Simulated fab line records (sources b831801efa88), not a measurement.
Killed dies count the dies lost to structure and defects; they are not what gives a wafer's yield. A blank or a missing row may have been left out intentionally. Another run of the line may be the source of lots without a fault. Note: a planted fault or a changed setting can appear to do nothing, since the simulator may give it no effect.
2 desks, one fault :: flow gf180mcu :: each desk holds nothing but its own numbers, with what lay behind them at the end

## METROLOGY DESK
What the gauges read for every lot (on any tool): the sampled wafers with a number, averaged. If a lot's mean is further than 4 standard deviations from the usual mean, the lot is out of limits and carries the mark OUT (the distance appears in the brackets).
Columns: A = LVPWELL_OVL at GF_LVPWELL_OVL_MEAS_07, usual -0.4 nm; B = MVSD_TW at GF_MVSD_TW_MEAS_11, usual 1599; C = MVPSD_TW at GF_MVPSD_TW_MEAS_11, usual 559.5; D = M1_ALCU_RS at GF_M1_RS_MEAS_05, usual 0.0702 ohm/sq; E = V2_CVD_00_THK at GF_V2_THK_MEAS_01, usual 600 nm
lot: L131
first seen here: day 3 21:44
A: 0.8
B: 1607
C: 560.3
D: 0.0712
E: 606

lot: L132
first seen here: day 4 03:11
A: -1.0
B: 1593
C: 558.5
D: 0.0708
E: 602

lot: L133
first seen here: day 4 07:28
A: 1.5
B: 1588
C: 556.6
D: 0.0705
E: 607

lot: L134
first seen here: day 4 14:43
A: -0.8
B: 1599
C: 560.2
D: 0.0703
E: 596

lot: L136
first seen here: day 5 01:44
A: -0.5
B: 1590
C: 558.5
D: 0.0709
E: 591

lot: L139
first seen here: day 5 18:16
A: -1.6
B: 1607
C: 556.7
D: 0.0697
E: 615

lot: L140
first seen here: day 6 00:53
A: -0.9
B: 1604
C: 560.7
D: 0.0703
E: 600

lot: L150
first seen here: day 8 06:46
A: 0.8
B: 1607
C: 560.4
D: 0.0698
E: 604

lot: L151
first seen here: day 8 11:32
A: -2.5
B: 1598
C: 561.7
D: 0.0702
E: 596

lot: L148
first seen here: day 8 15:44
A: -
B: 1622
C: 698.2 (+48) OUT
D: 0.0693
E: 597

lot: L149
first seen here: day 8 19:22
A: -
B: 1615
C: 701.0 (+49) OUT
D: 0.0702
E: 597

lot: L152
first seen here: day 9 07:19
A: -0.1
B: 1602
C: 560.7
D: 0.0701
E: 588

lot: L153
first seen here: day 9 07:40
A: -1.2
B: 1598
C: 560.2
D: 0.0704
E: 594

lot: L154
first seen here: day 9 11:49
A: -0.2
B: 1608
C: 562.2
D: 0.0685
E: 603
Per this desk, out of limits: L148, L149; the first was L148, day 9 09:04 (MVPSD_TW at GF_MVPSD_TW_MEAS_11). L131, L132, L133, L134, L136, L139, L140, L150, L151, L152, L153, L154 stayed within limits.

## DESK OF THE TOOL OWNER: lithoTrack-03
The tool's own readings at GF_LVPWELL_COAT_02 (resist thk 3000 nm): means of the sampled wafers that have a number, for each lot that ran on this tool. If a lot's mean is further than 4 standard deviations from the usual mean, the lot is out of limits and carries the mark OUT (the distance appears in the brackets).
Columns: A = chillPlateTempC at GF_LVPWELL_COAT_02, usual 23.00 C; B = dispensePressureKPa at GF_LVPWELL_COAT_02, usual 50 kPa
lot: L131
first seen here: day 3 14:25
A: 23.05
B: 52

lot: L134
first seen here: day 4 07:46
A: 23.04
B: 52

lot: L136
first seen here: day 4 18:07
A: 22.98
B: 52

lot: L140
first seen here: day 5 17:37
A: 23.00
B: 52

lot: L150
first seen here: day 7 22:44
A: 22.95
B: 52
This desk found nothing out of limits on any of the 5 lots.

## PUT TOGETHER
L148, L149 would have let the metrology desk raise an alarm at day 9 09:04.
Nothing out of limits was seen by the tool owner's desk.
The tool owner's desk has no number on record for L148, L149.
The lots listed all ran GF_LVPWELL_COAT_02 on lithoTrack-03.

## WHAT THE SIMULATOR HAD INSERTED
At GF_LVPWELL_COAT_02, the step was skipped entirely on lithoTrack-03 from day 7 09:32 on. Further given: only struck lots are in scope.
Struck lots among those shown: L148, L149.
Per desk, hours elapsed from the start of the fault to the first reading out of limits: for the metrology desk, 48.
